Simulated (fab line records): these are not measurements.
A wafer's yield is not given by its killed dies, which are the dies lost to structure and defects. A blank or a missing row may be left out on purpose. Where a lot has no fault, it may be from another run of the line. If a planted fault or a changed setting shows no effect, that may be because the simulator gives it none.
The same fault as seen by 2 desks || flow gf180mcu || every desk sees just its own numbers, and what lay behind them comes last

FROM THE METROLOGY DESK
Lot by lot, what the gauges showed, no matter which tool ran the lot: averages of those sampled wafers that carry a number. A lot is out of limits, marked OUT, if its mean lies more than 4 standard deviations from the usual mean; the brackets give that distance.
Columns: A = cd-nm at GF_STI_CD_MEAS_12, usual 220.1 nm; B = NWELL_OVL at GF_NWELL_OVL_MEAS_07, usual 0.0 nm
{"lot": "L365", "first seen here": "day 2 03:15", "A": 220.1, "B": -1.1}
{"lot": "L368", "first seen here": "day 2 18:32", "A": 220.2, "B": 1.8}
{"lot": "L369", "first seen here": "day 3 03:02", "A": 220.6, "B": 0.9}
{"lot": "L374", "first seen here": "day 4 00:47", "A": 218.7, "B": -0.9}
{"lot": "L379", "first seen here": "day 5 02:17", "A": 219.9, "B": -0.1}
{"lot": "L380", "first seen here": "day 5 06:50", "A": 218.3, "B": -1.7}
{"lot": "L381", "first seen here": "day 5 12:11", "A": 222.3, "B": -0.6}
{"lot": "L383", "first seen here": "day 5 21:32", "A": 221.6, "B": -1.5}
{"lot": "L384", "first seen here": "day 6 02:43", "A": 222.5, "B": -0.8}
{"lot": "L385", "first seen here": "day 6 08:07", "A": 220.2, "B": 0.9}
{"lot": "L386", "first seen here": "day 6 13:49", "A": 219.7, "B": 2.7}
{"lot": "L388", "first seen here": "day 6 23:38", "A": 218.7, "B": 1.1}
Finding of this desk: none of the 12 lots has anything out of limits.

TOOL OWNER'S DESK, rie-si-01
The tool's own readings at GF_STI_ETCH_14 (etches Si in HBr/Cl2/O2, target depth 360 nm, time 102.9 s): means of the sampled wafers that have a number, for each lot that ran on this tool. A lot is out of limits, marked OUT, if its mean lies more than 4 standard deviations from the usual mean; the brackets give that distance.
Columns: A = drypump-motor-current-A at GF_STI_ETCH_14, usual 5.7 A; B = oes-product-au at GF_STI_ETCH_14, usual 0.992 a.u.; C = throttle-valve-pct at GF_STI_ETCH_14, usual 25.663 %
{"lot": "L368", "first seen here": "day 2 18:44", "A": 5.5, "B": "1.443 (+41) OUT", "C": "25.351 (-26) OUT"}
{"lot": "L369", "first seen here": "day 3 03:13", "A": 5.5, "B": "1.449 (+42) OUT", "C": "25.344 (-27) OUT"}
{"lot": "L383", "first seen here": "day 5 21:44", "A": 5.7, "B": 0.991, "C": 25.668}
{"lot": "L385", "first seen here": "day 6 08:17", "A": 5.7, "B": 0.992, "C": 25.667}
{"lot": "L386", "first seen here": "day 6 14:01", "A": 5.7, "B": 0.993, "C": 25.671}
{"lot": "L388", "first seen here": "day 6 23:49", "A": 5.5, "B": 0.996, "C": 25.653}
This desk's finding: out of limits on L368, L369; first on L368, day 2 18:44 (oes-product-au at GF_STI_ETCH_14). Within limits: L383, L385, L386, L388.

TAKEN TOGETHER
The tool owner's desk had the chance to raise an alarm at day 2 18:44 on L368, L369.
Nothing out of limits was seen by the metrology desk.
The metrology desk holds a record of L368, L369, inside its limits.
All the named lots went through GF_STI_ETCH_14 on rie-si-01.

WHAT WAS PUT IN BY THE SIMULATOR
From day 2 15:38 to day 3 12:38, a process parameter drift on rie-si-01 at GF_STI_ETCH_14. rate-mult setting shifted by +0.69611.
Struck lots among those shown: L368, L369.
Each desk's first reading out of limits, in hours after the fault started: the tool owner's desk, 3.
